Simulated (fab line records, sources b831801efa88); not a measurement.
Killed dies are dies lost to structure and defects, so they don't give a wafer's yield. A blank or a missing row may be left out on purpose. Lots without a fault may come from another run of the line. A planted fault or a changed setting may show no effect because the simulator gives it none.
fab line records | flow sky130 | part 1 of 2: steps 1 to 24 of 32
record lots=5 wafers=15 last_day=50
route steps=708 shown LOCAL_INTERCONNECT@398 CONTACT@406
lots that met no fault: from a run of the same line without faults
start_h: hours from the record's first day to the start of the lot's first wafer shown | wait_h: hours since the lot's step before | " the same as in the row above | L1.1+2: a row that stands for several wafers | - no value, or no start given | * or withheld: withheld | < > ~ a bound
route shown NAME@n: a module of which the file shows steps, and the number in the route of the first | usual: mean/standard deviation of fault-free wafers | same: alike in all rows | chamber/n: place in a boat | sites: the reading at each site | _std_site: their standard deviation | _edge_site: outer sites' mean less inner sites' | radius_mm: how far each site lies from the wafer's centre | mask NAME#n: copy n | behind: the tool/chamber that last shaped the wafer | hold: why the lot was held/for how many hours/how that ended | device: the transistor (n, p or np) that didn't switch | end of line: the same wafers' tests at the end of the route | a step without rows: its recipe alone | killed: dies lost to structure and defects at the first sort, not the wafer's yield | map: a wafer's dies, x killed, . not, _ none there
set.NAME: the setting as run; set.NAME@STEP: as run at that earlier step | model.NAME: the simulator's own value behind a step, which no gauge read
lots at some steps of the route; a table a step, a row a wafer
services: from which hour (start_h, from the record's first day; less than 0 if before it) a tool's chamber was out of use, for how many hours, and why
## steps
# step SKY_LOCAL_INTERCONNECT_CD_MEAS_11
# recipe target_cd_nm=170
# usual cd_nm=170.7/1.6
# columns lot.wafer tool chamber start_h wait_h cd_nm
L075.3 cd_sem-02 - 715.94 - 172.8
L075.4 " - " " 172.2
L075.6 " - " " 172.0
L080.1 cd_sem-02 - 755.22 - 170.3
L080.2 " - " " 169.1
L080.6 " - " " 169.1
L087.4 cd_sem-01 - 803.58 - 170.9
L087.5 " - " " 171.2
L087.6 " - " " 171.1
L093.1 cd_sem-01 - 850.00 - 169.7
L093.3 " - " " 170.5
L093.6 " - " " 171.7
L096.3 cd_sem-01 - 871.94 - 171.3
L096.5 " - " " 170.1
L096.6 " - " " 170.8
# step SKY_LOCAL_INTERCONNECT_OVL_MEAS_12
# usual LOCAL_INTERCONNECT_OVL=3/5
# columns lot.wafer tool chamber start_h wait_h LOCAL_INTERCONNECT_OVL[nm]
L075.3 overlay-01 - 716.03 0.1 6
L075.4 " - " " 3
L075.6 " - " " 0
L080.1 overlay-02 - 755.34 0.1 6
L080.2 " - " " 2
L080.6 " - " " 5
L087.4 overlay-02 - 803.66 0.1 9
L087.5 " - " " 5
L087.6 " - " " 8
L093.1 overlay-02 - 850.12 0.1 10
L093.3 " - " " 2
L093.6 " - " " 3
L096.3 overlay-02 - 874.39 2.4 -2
L096.5 " - " " 1
L096.6 " - " " 4
# step SKY_LOCAL_INTERCONNECT_ETCH_13
# recipe chemistry=N2/H2 target=BARC ion_energy_ev=200 bias_w=100 pressure_mtorr=30 n2_flow_sccm=100 h2_flow_sccm=200 icp_w=500 stop_on=SiO2 time_s=45.9 target_depth_a=600
# usual drypump_motor_current_A=5.4/0.34 n2_flow_sccm=99.95/0.28 oes_product_au=0.855/0.0044 throttle_valve_pct=13.226/0.0083
# columns lot.wafer tool chamber start_h wait_h drypump_motor_current_A n2_flow_sccm oes_product_au rf_hours_counter_h throttle_valve_pct
L075.3 rie_metal-01 0 716.07 0.0 5.8 99.40 0.857 - 13.245
L075.4 " 1 " " 5.3 99.51 0.857 - 13.225
L075.6 " 0 " " 5.8 99.70 0.860 - 13.232
L080.1 rie_metal-01 0 755.38 0.0 5.8 99.53 0.857 8 13.233
L080.2 " 1 " " 5.3 100.03 0.856 5 13.233
L080.6 " 0 " " 5.8 99.87 0.855 - 13.228
L087.4 rie_metal-04 1 803.70 0.0 5.7 100.18 0.859 - 13.222
L087.5 " 1 " " 5.7 100.10 0.853 - 13.228
L087.6 " 0 " " 4.8 100.18 0.850 - 13.231
L093.1 rie_metal-04 0 850.15 0.0 4.9 99.79 0.860 18 13.224
L093.3 " 1 " " 5.7 100.22 0.856 - 13.241
L093.6 " 1 " " 5.7 99.89 0.848 - 13.220
L096.3 rie_metal-04 0 874.44 0.0 4.8 99.75 0.856 - 13.219
L096.5 " 0 " " 4.9 99.65 0.848 - 13.215
L096.6 " 1 " " 5.7 99.81 0.852 - 13.231
# step SKY_LOCAL_INTERCONNECT_METAL_ETCH_14
# recipe target_depth_nm=110 stop_on=PSG chemistry=Cl2/BCl3 target=TiN resist_sidewall_deg=88 pressure_mtorr=10 icp_w=900 bias_w=48.5 Cl2_flow_sccm=60 bcl3_flow_sccm=30 time_s=31.4
# usual drypump_motor_current_A=5.4/0.34 oes_product_au=0.943/0.0058 throttle_valve_pct=21.901/0.0098
# columns lot.wafer tool chamber start_h wait_h drypump_motor_current_A oes_product_au rf_hours_counter_h throttle_valve_pct
L075.3 rie_metal-01 0 716.13 0.0 5.8 0.945 - 21.893
L075.4 " 1 " " 5.3 0.946 - 21.887
L075.6 " 0 " " 5.8 0.938 - 21.911
L080.1 rie_metal-01 0 755.44 0.0 5.8 0.946 9 21.899
L080.2 " 1 " " 5.3 0.943 5 21.896
L080.6 " 0 " " 5.8 0.944 - 21.897
L087.4 rie_metal-04 1 803.76 0.0 5.7 0.943 - 21.910
L087.5 " 1 " " 5.7 0.938 - 21.887
L087.6 " 0 " " 4.9 0.952 - 21.909
L093.1 rie_metal-04 0 850.22 0.0 4.9 0.933 18 21.909
L093.3 " 1 " " 5.7 0.938 - 21.903
L093.6 " 1 " " 5.7 0.942 - 21.896
L096.3 rie_metal-04 0 874.49 0.0 4.9 0.949 - 21.878
L096.5 " 0 " " 4.8 0.960 - 21.886
L096.6 " 1 " " 5.7 0.949 - 21.900
# step SKY_LOCAL_INTERCONNECT_STRIP_15
# recipe chemistry=O2/N2 power_w=1400 pressure_mtorr=1500 platen_temp_c=withheld o2_flow_sccm=3000 n2_flow_sccm=300 overash_fraction=0.5
# usual drypump_motor_current_A=6.0/0.39 n2_flow_sccm=300.1/0.85 oes_product_au=0.426/0.0048 strip_time_to_endpoint_s=4.722/0.015
# columns lot.wafer tool chamber start_h wait_h drypump_motor_current_A n2_flow_sccm oes_product_au rf_hours_counter_h strip_time_to_endpoint_s
L075.3 plasma_asher-03 0 716.20 0.1 6.5 300.3 0.426 - 4.699
L075.4 " 1 " " 6.1 300.0 0.434 - 4.715
L075.6 " 0 " " 6.5 300.2 0.426 - 4.695
L080.1 plasma_asher-03 0 755.49 0.0 6.5 298.3 0.433 92 4.741
L080.2 " 1 " " 6.1 300.8 0.419 92 4.731
L080.6 " 0 " " 6.5 300.7 0.435 - 4.727
L087.4 plasma_asher-01 0 803.82 0.1 5.1 299.4 0.431 - 4.725
L087.5 " 0 " " 5.1 300.0 0.431 - 4.731
L087.6 " 1 " " 6.1 301.1 0.432 - 4.723
L093.1 plasma_asher-03 0 850.27 0.0 6.5 299.4 0.427 98 4.730
L093.3 " 1 " " 6.1 299.5 0.425 - 4.732
L093.6 " 1 " " 6.1 300.1 0.431 - 4.713
L096.3 plasma_asher-01 1 874.56 0.1 6.1 300.9 0.425 - 4.710
L096.5 " 0 " " 5.1 300.7 0.428 - 4.720
L096.6 " 1 " " 6.1 298.0 0.423 - 4.733
# step SKY_LOCAL_INTERCONNECT_STRIP_16
# recipe chemistry=post_etch_residue_remover time_s=1200 temp_c=72.5
# usual bath_heat_duty_pct=13.8/1.8
# columns lot.wafer tool chamber start_h wait_h bath_heat_duty_pct
L075.3 wet_bench-02 0 716.27 0.0 12.6
L075.4 " 0 " " 11.6
L075.6 " 0 " " 12.5
L080.1 wet_bench-02 3 755.59 0.1 11.4
L080.2 " 3 " " 13.5
L080.6 " 3 " " 12.6
L087.4 wet_bench-03 3 803.89 0.0 13.6
L087.5 " 3 " " 14.7
L087.6 " 3 " " 14.2
L093.1 wet_bench-03 0 850.37 0.1 10.9
L093.3 " 0 " " 12.6
L093.6 " 0 " " 11.5
L096.3 wet_bench-02 1 874.63 0.0 14.9
L096.5 " 1 " " 16.1
L096.6 " 1 " " 16.4
# step SKY_LOCAL_INTERCONNECT_CLEAN_17
# recipe chemistry=IPA time_s=180 temp_c=25
# usual bath_heat_duty_pct=6.5/0.99
# columns lot.wafer tool chamber start_h wait_h bath_heat_duty_pct
L075.3 wet_bench-04 1 716.61 0.0 5.9
L075.4 " 1 " " 6.0
L075.6 " 1 " " 5.7
L080.1 wet_bench-04 1 755.96 0.0 6.1
L080.2 " 1 " " 5.0
L080.6 " 1 " " 5.3
L087.4 wet_bench-04 0 804.23 0.0 6.5
L087.5 " 0 " " 6.3
L087.6 " 0 " " 6.2
L093.1 wet_bench-04 2 850.71 0.0 5.9
L093.3 " 2 " " 6.1
L093.6 " 2 " " 6.5
L096.3 wet_bench-04 3 875.24 0.3 8.8
L096.5 " 3 " " 7.8
L096.6 " 3 " " 8.7
# step SKY_LOCAL_INTERCONNECT_CLEAN_18
# recipe chemistry=O3/DIW dry=n2_spin
# columns lot.wafer tool chamber start_h wait_h
L075.3+4+6 wet_bench-03 2 716.67 0.0
L080.1+2+6 wet_bench-02 0 756.02 0.0
L087.4+5+6 wet_bench-02 0 804.30 0.0
L093.1+3+6 wet_bench-02 2 850.77 0.0
L096.3+5+6 wet_bench-04 0 875.38 0.1
# step SKY_CONTACT_CVD_00
# recipe material=Si3N4 target_thk_nm=75 temp_c=400 time_s=withheld rf_w=450
# usual heater_power_w=721/120 susceptor_temp_C=399.99/0.21
# columns lot.wafer tool chamber start_h wait_h heater_power_w susceptor_temp_C
L075.3 pecvd-01 0 716.76 0.0 529 399.56
L075.4 " 1 " " 718 399.77
L075.6 " 0 " " 539 400.04
L080.1 pecvd-04 2 756.11 0.0 724 400.05
L080.2 " 0 " " 740 399.98
L080.6 " 0 " " 758 399.91
L087.4 pecvd-03 1 804.40 0.0 987 400.02
L087.5 " 0 " " 807 400.40
L087.6 " 2 " " 694 399.84
L093.1 pecvd-01 2 850.86 0.0 701 399.85
L093.3 " 0 " " 536 399.88
L093.6 " 2 " " 719 400.00
L096.3 pecvd-03 2 875.49 0.0 724 399.69
L096.5 " 1 " " 909 400.16
L096.6 " 2 " " 743 399.90
# step SKY_CONTACT_THK_MEAS_01
# recipe reads=Si3N4_of_CONTACT_CVD_00
# usual CONTACT_CVD_00_THK=75.1/0.91
# columns lot.wafer tool chamber start_h wait_h CONTACT_CVD_00_THK[nm]
L075.3 film_metro-03 - 716.81 - 76.0
L075.4 " - " " 76.6
L075.6 " - " " 76.8
L080.1 film_metro-03 - 756.15 - 75.3
L080.2 " - " " 74.8
L080.6 " - " " 76.3
L087.4 film_metro-01 - 804.45 - 76.2
L087.5 " - " " 75.6
L087.6 " - " " 75.9
L093.1 film_metro-04 - 850.89 - 75.3
L093.3 " - " " 74.6
L093.6 " - " " 76.1
L096.3 film_metro-04 - 875.54 - 75.4
L096.5 " - " " 77.1
L096.6 " - " " 76.3
# step SKY_CONTACT_HDPCVD_02
# recipe material=SiO2 target_thk_nm=565 sigma_open_frac=0.3 time_s=94.2 temp_c=600 sih4_flow_sccm=60 pressure_mtorr=6
# usual susceptor_temp_C=600.01/0.3
# columns lot.wafer tool chamber start_h wait_h susceptor_temp_C
L075.3 hdpcvd-02 0 716.85 0.0 600.14
L075.4 " 2 " " 600.16
L075.6 " 0 " " 600.53
L080.1 hdpcvd-01 0 756.21 0.1 600.12
L080.2 " 2 " " 599.54
L080.6 " 2 " " 599.85
L087.4 hdpcvd-01 2 804.52 0.1 600.55
L087.5 " 1 " " 599.98
L087.6 " 0 " " 600.42
L093.1 hdpcvd-01 2 850.95 0.1 600.13
L093.3 " 0 " " 599.67
L093.6 " 2 " " 599.97
L096.3 hdpcvd-02 0 875.58 0.0 599.91
L096.5 " 2 " " 599.69
L096.6 " 1 " " 600.54
# step SKY_CONTACT_THK_MEAS_03
# recipe reads=SiO2_of_CONTACT_HDPCVD_02
# usual CONTACT_HDPCVD_THK=562/6.1
# columns lot.wafer tool chamber start_h wait_h CONTACT_HDPCVD_THK[nm]
L075.3 film_metro-01 - 716.94 0.1 578
L075.4 " - " " 569
L075.6 " - " " 578
L080.1 film_metro-04 - 756.28 0.0 571
L080.2 " - " " 568
L080.6 " - " " 567
L087.4 film_metro-03 - 804.58 0.0 556
L087.5 " - " " 571
L087.6 " - " " 562
L093.1 film_metro-01 - 851.02 0.0 560
L093.3 " - " " 560
L093.6 " - " " 554
L096.3 film_metro-03 - 875.67 0.1 563
L096.5 " - " " 550
L096.6 " - " " 545
# step SKY_CONTACT_CMP_04
# recipe material=SiO2 down_force_psi=4 platen_rpm=60 pad_velocity_m_s=0.94248
# usual edge_zone_pressure_frac=1.000/0.0045 motor_current_A=12.2/1.4 time_to_endpoint_s=82/4
# columns lot.wafer tool chamber start_h wait_h edge_zone_pressure_frac motor_current_A time_to_endpoint_s
L075.3 cmp-01 0 717.08 0.1 1.001 12.7 96
L075.4 " 1 " " 1.004 10.1 86
L075.6 " 2 " " 0.997 12.5 96
L080.2 cmp-02 3 756.39 0.1 1.002 11.4 83
L080.1 " 0 " " 1.003 13.7 85
L080.6 " 2 " " 0.992 11.0 84
L087.4 cmp-02 0 804.66 0.1 0.998 13.2 81
L087.5 " 3 " " 1.002 11.3 82
L087.6 " 0 " " 1.001 13.7 82
L093.3 cmp-01 1 851.08 0.0 1.007 9.7 78
L093.1 " 2 " " 1.004 12.7 79
L093.6 " 2 " " 1.003 11.3 81
L096.3 cmp-02 0 875.86 0.2 0.994 13.2 83
L096.6 " 1 " " 0.995 12.5 75
L096.5 " 2 " " 0.997 11.2 77
# step SKY_CONTACT_BOW_MEAS_05
# recipe mode=bow
# usual CONTACT_BOW=84/7.5
# columns lot.wafer tool chamber start_h wait_h CONTACT_BOW[um]
L075.3 film_metro-03 - 717.32 0.2 73
L075.4 " - " " 86
L075.6 " - " " 79
L080.1 film_metro-01 - 756.64 0.1 84
L080.2 " - " " 77
L080.6 " - " " 100
L087.4 film_metro-01 - 804.97 0.3 87
L087.5 " - " " 81
L087.6 " - " " 77
L093.1 film_metro-04 - 851.38 0.2 85
L093.3 " - " " 79
L093.6 " - " " 94
L096.3 film_metro-01 - 876.05 0.1 78
L096.5 " - " " 65
L096.6 " - " " 72
# step SKY_CONTACT_DEHYDRATE_06
# recipe temp_c=200 time_s=60
# usual resist_line_temp_C=22.98/0.11
# columns lot.wafer tool chamber start_h wait_h resist_line_temp_C
L075.3 litho_track-03 0 730.17 12.8 23.04
L075.4 " 0 " " 23.08
L075.6 " 0 " " 23.17
L080.1 litho_track-01 0 769.58 12.9 23.23
L080.2 " 0 " " 23.08
L080.6 " 0 " " 23.15
L087.4 litho_track-01 0 817.05 12.1 22.94
L087.5 " 0 " " 22.88
L087.6 " 0 " " 22.79
L093.1 litho_track-03 0 863.92 12.5 22.89
L093.3 " 0 " " 22.89
L093.6 " 0 " " 23.00
L096.3 litho_track-02 0 886.60 10.5 22.72
L096.5 " 0 " " 22.97
L096.6 " 0 " " 22.94
# step SKY_CONTACT_HMDS_07
# recipe prime_time_s=60 prime_temp_c=120
# usual resist_line_temp_C=22.97/0.11
# columns lot.wafer tool chamber start_h wait_h resist_line_temp_C
L075.3 litho_track-03 0 730.32 0.1 22.98
L075.4 " 0 " " 23.17
L075.6 " 0 " " 23.03
L080.1 litho_track-01 0 769.73 0.1 22.99
L080.2 " 0 " " 23.00
L080.6 " 0 " " 22.90
L087.4 litho_track-01 0 817.20 0.1 22.78
L087.5 " 0 " " 23.07
L087.6 " 0 " " 22.83
L093.1 litho_track-03 0 864.07 0.1 22.95
L093.3 " 0 " " 22.86
L093.6 " 0 " " 23.02
L096.3 litho_track-02 0 886.75 0.1 22.85
L096.5 " 0 " " 22.90
L096.6 " 0 " " 22.96
# step SKY_CONTACT_COAT_08
# recipe resist=BARC temp_c=withheld time_s=withheld spin_rpm=3000 resist_thk_nm=60
# usual resist_line_temp_C=*
# columns lot.wafer tool chamber start_h wait_h resist_line_temp_C
L075.3 litho_track-03 0 730.47 0.1 *
L075.4 " 0 " " *
L075.6 " 0 " " *
L080.1 litho_track-01 0 769.88 0.1 *
L080.2 " 0 " " *
L080.6 " 0 " " *
L087.4 litho_track-01 0 817.35 0.1 *
L087.5 " 0 " " *
L087.6 " 0 " " *
L093.1 litho_track-03 0 864.22 0.1 *
L093.3 " 0 " " *
L093.6 " 0 " " *
L096.3 litho_track-02 0 886.90 0.1 *
L096.5 " 0 " " *
L096.6 " 0 " " *
# step SKY_CONTACT_COAT_09
# recipe resist=KrF-thick spin_rpm=3000 resist_thk_nm=450
# usual resist_line_temp_C=22.97/0.099
# columns lot.wafer tool chamber start_h wait_h resist_line_temp_C
L075.3 litho_track-03 0 - - 22.89
L075.4 " 0 " " 22.83
L075.6 " 0 " " 22.91
L080.1 litho_track-01 0 - - 22.96
L080.2 " 0 " " 23.03
L080.6 " 0 " " 22.94
L087.4 litho_track-01 0 - - 22.89
L087.5 " 0 " " 22.95
L087.6 " 0 " " 22.78
L093.1 litho_track-03 0 - - 23.18
L093.3 " 0 " " 23.07
L093.6 " 0 " " 22.86
L096.3 litho_track-02 0 - - 22.79
L096.5 " 0 " " 22.80
L096.6 " 0 " " 22.81
# step SKY_CONTACT_SOFTBAKE_10
# recipe temp_c=100 time_s=90 resist=KrF-thick
# usual resist_line_temp_C=23.02/0.095
# columns lot.wafer tool chamber start_h wait_h resist_line_temp_C
L075.3 litho_track-03 0 - - 23.01
L075.4 " 0 " " 22.95
L075.6 " 0 " " 23.12
L080.1 litho_track-01 0 - - 23.02
L080.2 " 0 " " 23.15
L080.6 " 0 " " 23.09
L087.4 litho_track-01 0 - - 23.00
L087.5 " 0 " " 23.05
L087.6 " 0 " " 23.04
L093.1 litho_track-03 0 - - 23.21
L093.3 " 0 " " 23.19
L093.6 " 0 " " 23.07
L096.3 litho_track-02 0 - - 22.96
L096.5 " 0 " " 23.03
L096.6 " 0 " " 22.90
# step SKY_CONTACT_EXPOSE_11
# recipe mask_id=CTM1 na=0.8 source_shape=annular sigma_inner=0.55 sigma_outer=0.85 target_cd_nm=170 dose_mj=38
# usual stage_vel_mm_s=500.02/0.28
# columns lot.wafer tool chamber start_h wait_h mask stage_vel_mm_s
L075.3 krf_scanner-01 0 - - CTM1#0 499.87
L075.4 " 0 " " CTM1#0 500.03
L075.6 " 0 " " CTM1#0 499.84
L080.1 krf_scanner-02 0 - - CTM1#0 499.88
L080.2 " 0 " " CTM1#0 499.94
L080.6 " 0 " " CTM1#0 500.32
L087.4 krf_scanner-01 0 - - CTM1#0 499.84
L087.5 " 0 " " CTM1#0 499.93
L087.6 " 0 " " CTM1#0 499.66
L093.1 krf_scanner-01 0 - - CTM1#0 500.07
L093.3 " 0 " " CTM1#0 499.84
L093.6 " 0 " " CTM1#0 499.71
L096.3 krf_scanner-02 0 - - CTM1#0 500.16
L096.5 " 0 " " CTM1#0 500.09
L096.6 " 0 " " CTM1#0 500.41
# step SKY_CONTACT_PEB_12
# recipe peb_temp_c=withheld peb_time_s=withheld resist=KrF-thick
# usual resist_line_temp_C=*
# columns lot.wafer tool chamber start_h wait_h resist_line_temp_C
L075.3 litho_track-01 0 - - *
L075.4 " 0 " " *
L075.6 " 0 " " *
L080.1 litho_track-03 0 - - *
L080.2 " 0 " " *
L080.6 " 0 " " *
L087.4 litho_track-01 0 - - *
L087.5 " 0 " " *
L087.6 " 0 " " *
L093.1 litho_track-02 0 - - *
L093.3 " 0 " " *
L093.6 " 0 " " *
L096.3 litho_track-01 0 - - *
L096.5 " 0 " " *
L096.6 " 0 " " *
# step SKY_CONTACT_DEVELOP_13
# recipe develop_time_s=60 resist=KrF-thick dev_temp_c=21
# usual resist_line_temp_C=23.01/0.11
# columns lot.wafer tool chamber start_h wait_h resist_line_temp_C
L075.3 litho_track-01 0 - - 22.84
L075.4 " 0 " " 23.01
L075.6 " 0 " " 23.08
L080.1 litho_track-03 0 - - 22.86
L080.2 " 0 " " 22.93
L080.6 " 0 " " 23.09
L087.4 litho_track-01 0 - - 23.02
L087.5 " 0 " " 22.97
L087.6 " 0 " " 23.01
L093.1 litho_track-02 0 - - 23.11
L093.3 " 0 " " 23.04
L093.6 " 0 " " 23.13
L096.3 litho_track-01 0 - - 22.91
L096.5 " 0 " " 22.94
L096.6 " 0 " " 22.93
# step SKY_CONTACT_CD_MEAS_14
# recipe target_cd_nm=170
# usual cd_nm=169.4/1.9
# columns lot.wafer tool chamber start_h wait_h cd_nm
L075.3 cd_sem-02 - 744.77 - 166.5
L075.4 " - " " 164.3
L075.6 " - " " 166.2
L080.1 cd_sem-02 - 783.87 - 171.3
L080.2 " - " " 170.6
L080.6 " - " " 169.8
L087.4 cd_sem-01 - 829.44 - 170.7
L087.5 " - " " 171.5
L087.6 " - " " 171.0
L093.1 cd_sem-02 - 877.85 - 172.7
L093.3 " - " " 172.6
L093.6 " - " " 171.0
L096.3 cd_sem-01 - 900.47 - 168.4
L096.5 " - " " 168.1
L096.6 " - " " 167.7
# step SKY_CONTACT_OVL_MEAS_15
# usual CONTACT_OVL=1/5.1
# columns lot.wafer tool chamber start_h wait_h CONTACT_OVL[nm]
L075.3 overlay-01 - 744.86 0.1 -2
L075.4 " - " " 6
L075.6 " - " " 0
L080.1 overlay-01 - 783.99 0.1 -4
L080.2 " - " " -6
L080.6 " - " " -3
L087.4 overlay-02 - 829.52 0.1 4
L087.5 " - " " 2
L087.6 " - " " 9
L093.1 overlay-02 - 877.97 0.1 4
L093.3 " - " " 3
L093.6 " - " " 1
L096.3 overlay-02 - 900.56 0.1 -11
L096.5 " - " " -6
L096.6 " - " " -10
